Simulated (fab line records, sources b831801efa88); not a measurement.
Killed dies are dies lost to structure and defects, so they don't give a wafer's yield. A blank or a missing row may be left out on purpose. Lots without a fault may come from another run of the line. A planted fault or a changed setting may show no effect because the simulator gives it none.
Which tool did it? | flow gf180mcu | 14 lots, 42 wafers sampled, at 4 steps of a route of 602

WHAT THE GAUGES READ, wafer by wafer
GF_V5_THK_MEAS_03.
lot  | measured     | on            | V5_CVD_02_THK (nm)
L569 | day 26 06:45 | film_metro-02 | 1480 1499 1479
L570 | day 26 20:43 | film_metro-03 | 1450 1444 1476
L571 | day 27 01:00 | film_metro-03 | 1424 1438 1462
L572 | day 27 04:27 | film_metro-03 | 1447 1440 1477
L573 | day 27 10:35 | film_metro-02 | 1408 1420 1437
L574 | day 28 00:48 | film_metro-04 | 1454 1483 1449
L576 | day 28 22:14 | film_metro-02 | 1449 1465 1476
L575 | day 28 21:08 | film_metro-02 | 1412 1441 1460
L577 | day 29 16:16 | film_metro-04 | 1443 1458 1462
L578 | day 30 01:28 | film_metro-03 | 1445 1440 1463
L581 | day 30 10:32 | film_metro-04 | 1441 1463 1445
L586 | day 31 13:41 | film_metro-02 | 1426 1474 1479
L587 | day 32 01:37 | film_metro-03 | 1417 1443 1433
L589 | day 32 16:32 | film_metro-02 | 1437 1436 1468

GF_TOP_METAL_OVL_MEAS_15.
lot  | measured     | on         | TOP_METAL_OVL (nm)
L569 | day 28 01:28 | overlay-01 | -2.8 -0.7 -1.9
L570 | day 28 15:06 | overlay-02 | -2.0 -1.0 -1.6
L571 | day 28 19:25 | overlay-02 | -1.4 -2.4 -1.7
L572 | day 28 23:18 | overlay-02 | -2.6 -1.8 -2.8
L573 | day 29 03:36 | overlay-01 | -1.4 0.9 -0.6
L574 | day 29 18:41 | overlay-01 | -2.8 -2.8 -1.6
L576 | day 30 12:53 | overlay-01 | 0.1 -0.8 -1.8
L575 | day 30 12:01 | overlay-02 | -1.2 -1.3 -2.9
L577 | day 31 06:27 | overlay-02 | -2.3 -2.2 -3.3
L578 | day 31 15:25 | overlay-01 | -2.0 -1.4 0.0
L581 | day 32 00:32 | overlay-01 | -1.1 -0.9 -1.7
L586 | day 33 01:06 | overlay-02 | -2.4 -1.4 -2.2
L587 | day 33 12:01 | overlay-01 | -3.2 -3.1 -3.5
L589 | day 34 02:15 | overlay-02 | -5.2 -4.1 -3.5

WHICH TOOL RAN EACH LOT (tool, then ch and the chambers of the sampled wafers, then the start)
lot  | GF_DNWELL_DEVELOP_06             | GF_V4_SPUTTER_22
L569 | litho_track-04 ch 0, day 3 00:00 | pvd_sputter-03, day 24 10:19
L570 | litho_track-01 ch 0, day 3 06:00 | pvd_sputter-02, day 24 23:12
L571 | litho_track-01 ch 0, day 3 10:00 | pvd_sputter-04, day 25 03:58
L572 | litho_track-03 ch 0, day 3 15:00 | pvd_sputter-03, day 25 09:13
L573 | litho_track-01 ch 0, day 3 20:00 | pvd_sputter-02, day 25 14:43
L574 | litho_track-03 ch 0, day 4 03:00 | pvd_sputter-04, day 26 04:37
L576 | litho_track-03 ch 0, day 4 14:00 | pvd_sputter-03, day 27 03:39
L575 | litho_track-03 ch 0, day 4 15:00 | pvd_sputter-04, day 27 01:59
L577 | litho_track-01 ch 0, day 5 01:00 | pvd_sputter-04, day 27 23:36
L578 | litho_track-01 ch 0, day 5 10:00 | pvd_sputter-02, day 28 09:01
L581 | litho_track-01 ch 0, day 5 20:00 | pvd_sputter-02, day 28 19:03
L586 | litho_track-01 ch 0, day 6 20:00 | pvd_sputter-03, day 29 23:43
L587 | litho_track-04 ch 0, day 7 05:00 | pvd_sputter-04, day 30 12:37
L589 | litho_track-04 ch 0, day 7 19:00 | pvd_sputter-02, day 31 03:58
- GF_DNWELL_DEVELOP_06: develop time 60 s.
- GF_V4_SPUTTER_22: material TiN, target thk 10 nm, time 40 s.

WHAT THE TOOLS THEMSELVES READ (means of the sampled wafers that have a number; where no wafer has one, the mark that the record gives instead)
GF_V4_SPUTTER_22.
lot  | tool           | throttle_valve_pct (%)
L569 | pvd_sputter-03 | 29.4
L570 | pvd_sputter-02 | 29.5
L571 | pvd_sputter-04 | 30.7
L572 | pvd_sputter-03 | 29.8
L573 | pvd_sputter-02 | 28.5
L574 | pvd_sputter-04 | 30.4
L576 | pvd_sputter-03 | 28.9
L575 | pvd_sputter-04 | 29.7
L577 | pvd_sputter-04 | 31.0
L578 | pvd_sputter-02 | 29.8
L581 | pvd_sputter-02 | 29.1
L586 | pvd_sputter-03 | 28.2
L587 | pvd_sputter-04 | 30.7
L589 | pvd_sputter-02 | 29.3

THE ANSWER, worked out from the rows above alone
Rule: what is usual is taken from the lots themselves. Put in order of their means at a reading, lots are off if they are a third of the lots or fewer, leave a main group of 4 or more, and stand apart from it by a gap of 3 or more times the standard deviation of the main group's means; of several such gaps the widest counts. A main group whose means are all the same, to the digits that the tables above print for the reading, isn't used. A lot without any number at a reading at which 4 lots or more have one is off too. The other lots that the step has rows for count as sound. The gauges are gone through in route order, then the tools' own readings, and for those a lot's mean is taken as printed above. The first step at which some lot is off is used, and at that step the reading that is off furthest; a lot without a number counts as furthest.
No lot is off at any reading shown: from this, nothing can be told.

WHAT THE SIMULATOR HAD PUT IN
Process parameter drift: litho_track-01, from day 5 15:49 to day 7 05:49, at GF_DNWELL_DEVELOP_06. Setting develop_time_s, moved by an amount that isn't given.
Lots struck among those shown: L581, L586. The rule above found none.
